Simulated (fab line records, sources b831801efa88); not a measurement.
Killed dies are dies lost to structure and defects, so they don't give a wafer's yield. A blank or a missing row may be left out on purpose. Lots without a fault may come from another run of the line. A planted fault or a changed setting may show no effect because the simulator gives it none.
A struck lot beside a sound one | flow sky130 | 30 steps out of a route of 708
Sound: wafers L919.1, L919.2, L919.4. Struck: wafers L939.1, L939.3, L939.5. The cause comes at the end.
At each step with rows: each side's tool, then ch and its chambers, then its first start. Under that, the readings that differ: sound wafers | struck wafers | difference of the means | sigmas: that difference in standard deviations of wafers without a fault.
alike: readings whose means differ by less than 2 such deviations, and words and numbers that are the same on both sides. not compared: withheld readings, readings that some wafer has no value for, bounds like >300 that may hide the same value, and numbers for which the record gives no deviation and whose values overlap.
The two part at a step that has a row with sigmas, a row that says differs or no value, or rows on one side only. Numbers that don't overlap but have no deviation are shown without sigmas and don't part them. A reading that every wafer of one side lacks parts them only if that side has two wafers or more.

first, 5 steps without rows for these wafers: SKY_SONOS_ONO_COAT_08 (resist thk 1140 nm); SKY_SONOS_ONO_SOFTBAKE_09 (time 60 s); SKY_SONOS_ONO_EXPOSE_10 (exposes mask ONOM, target cd 410 nm); SKY_SONOS_ONO_PEB_11; SKY_SONOS_ONO_DEVELOP_12 (develop time 60 s).
SKY_SONOS_ONO_CD_MEAS_13: target cd 410 nm.
  sound on cd_sem-02, day 13 01:34; struck on cd_sem-02, day 20 04:54
  alike: cd_nm
SKY_SONOS_ONO_OVL_MEAS_14:
  sound on overlay-02, day 13 01:41; struck on overlay-01, day 20 05:01
  alike: SONOS_ONO_OVL
SKY_SONOS_ONO_ETCH_15: etches the open film in CHF3/O2, target depth 19.52 nm, time 7.8 s.
  sound on rie_diel-01 ch 0,2,3, day 13 01:43; struck on rie_diel-01 ch 1,2,3, day 20 05:04
  alike: drypump_motor_current_A, oes_product_au, throttle_valve_pct
  not compared: rf_hours_counter_h
then, 1 step without rows for these wafers: SKY_SONOS_ONO_WET_ETCH_16 (etches SiO2 in dHF, target depth 14 nm, time 280 s).
SKY_SONOS_ONO_STRIP_17: strips in O2/N2.
  sound on plasma_asher-01 ch 0,1, day 13 01:49; struck on plasma_asher-03 ch 0,1, day 20 05:10
  alike: drypump_motor_current_A, oes_product_au, strip_time_to_endpoint_s
  not compared: rf_hours_counter_h
then, 2 steps without rows for these wafers: SKY_SONOS_ONO_WET_ETCH_18 (etches Si3N4 in H3PO4, target depth 15 nm, time 172 s); SKY_GATE_OXIDE_CLEAN_00 (cleans in SC1/SC2, time 150 s).
SKY_GATE_OXIDE_OXIDATION_01: stabilise 600 s, purge 300 s, target thk 10.268 nm.
  sound on furnace-01 ch 0, day 13 02:02; struck on furnace-02 ch 0, day 20 05:35
  reading                                           | sound             | struck            | difference | sigmas
  model.SiO2_of_GATE_OXIDE_OXIDATION_01.thk_nm (nm) | 10.08 9.991 10.09 | 13.45 13.65 13.52 | +3.49      |
SKY_GATE_OXIDE_THK_MEAS_02:
  sound on film_metro-02, day 13 03:26; struck on film_metro-04, day 20 06:59
  reading                          | sound             | struck            | difference | sigmas
  GATE_OXIDE_OXIDATION_00_THK (nm) | 10.07 10.02 10.03 | 13.47 13.65 13.48 | +3.49      | +17
then, 7 steps without rows for these wafers: SKY_GATE_OXIDE_DEHYDRATE_03 (time 60 s); SKY_GATE_OXIDE_HMDS_04 (prime time 60 s); SKY_GATE_OXIDE_COAT_05 (resist thk 1140 nm); SKY_GATE_OXIDE_SOFTBAKE_06 (time 60 s); SKY_GATE_OXIDE_EXPOSE_07 (exposes mask LVOM, target cd 600 nm); SKY_GATE_OXIDE_PEB_08; SKY_GATE_OXIDE_DEVELOP_09 (develop time 60 s).
SKY_GATE_OXIDE_OVL_MEAS_10:
  sound on overlay-02, day 14 05:31; struck on overlay-01, day 21 13:25
  alike: GATE_OXIDE_OVL
then, 2 steps without rows for these wafers: SKY_GATE_OXIDE_IMPLANT_11; SKY_GATE_OXIDE_WET_ETCH_12 (etches SiO2 in dHF, target depth 16.8 nm, time 336 s).
SKY_GATE_OXIDE_STRIP_13: strips in O2/N2.
  sound on plasma_asher-04 ch 0,1, day 14 05:49; struck on plasma_asher-02 ch 1, day 21 13:43
  alike: drypump_motor_current_A, oes_product_au, strip_time_to_endpoint_s
  not compared: rf_hours_counter_h
SKY_GATE_OXIDE_TW_MEAS_14:
  sound on film_metro-02, day 14 05:55; struck on film_metro-02, day 21 13:49
  alike: GATE_OXIDE_TW
then, 1 step without rows for these wafers: SKY_GATE_OXIDE_CLEAN_15 (cleans in SC1/SC2, time 150 s).
SKY_GATE_OXIDE_OXIDATION_16: stabilise 600 s, purge 300 s, target thk 3.57 nm.
  sound on furnace-02 ch 0, day 14 07:00; struck on furnace-02 ch 0, day 21 13:55
  reading                                           | sound             | struck            | difference | sigmas
  model.SiO2_of_GATE_OXIDE_OXIDATION_01.thk_nm (nm) | 11.43 11.39 11.46 | 14.56 14.77 14.64 | +3.23      |
  alike: ramp_down_c_per_min
then, 1 step without rows for these wafers: SKY_POLY_GATE_CVD_00 (deposits poly-Si, target thk 180 nm, time 720 s).
-- the record jumps here: 29 days lie between the struck wafers' starts before and after (it left off in module POLY_GATE and takes up again in module PAD_OPEN, whose first step shown is number 708 of the route) --
SKY_PAD_OPEN_PROBE_99:
  sound on prober-01, day 45 16:59; struck on prober-01, day 50 11:40
  reading                                | sound                         | struck                        | difference | sigmas
  model.etest.nfet_16v.r_on_ohm_um       | 1.385e+04 1.396e+04 1.391e+04 | 1.535e+04 1.557e+04 1.524e+04 | +1.480e+03 |
  model.etest.pfet_16v.r_on_ohm_um       | 1.524e+04 1.531e+04 1.513e+04 | 1.621e+04 1.634e+04 1.626e+04 | +1.043e+03 |
  model.etest.tip_sonos.rs_ohm_sq        | 2561 2551 2566                | 3544 3584 3537                | +996       |
  model.etest.pfet_g5v0d10v5.r_on_ohm_um | 4711 4816 4784                | 5501 5501 5518                | +736       |
  model.etest.nfet_g5v0d10v5.r_on_ohm_um | 1859 1861 1862                | 2148 2160 2158                | +295       |
  model.etest.tip_p.rs_ohm_sq            | 6929 6891 6883                | 7040 7043 7075                | +152       |
  model.etest.nfet_g5v0d10v5.drive_ua_um | 618.4 617.8 619.7             | 481 478.8 479.7               | -139       |
  model.etest.nfet_05v0_nvt.drive_ua_um  | 586.4 583 590.4               | 468.6 467.9 467.2             | -118.7     |
  alike: killed_at_M0_to_M3, killed_at_M4_up, killed_at_contacts, killed_at_front_end, killed_at_other, killed_dies, killed_open, killed_short

WHERE THEY PART
Only at SKY_GATE_OXIDE_THK_MEAS_02, within this record. Later steps at which nothing parts them and some readings are alike: SKY_GATE_OXIDE_OVL_MEAS_10, SKY_GATE_OXIDE_STRIP_13, SKY_GATE_OXIDE_TW_MEAS_14, SKY_GATE_OXIDE_OXIDATION_16, SKY_PAD_OPEN_PROBE_99.

WHY: what the simulator had put in
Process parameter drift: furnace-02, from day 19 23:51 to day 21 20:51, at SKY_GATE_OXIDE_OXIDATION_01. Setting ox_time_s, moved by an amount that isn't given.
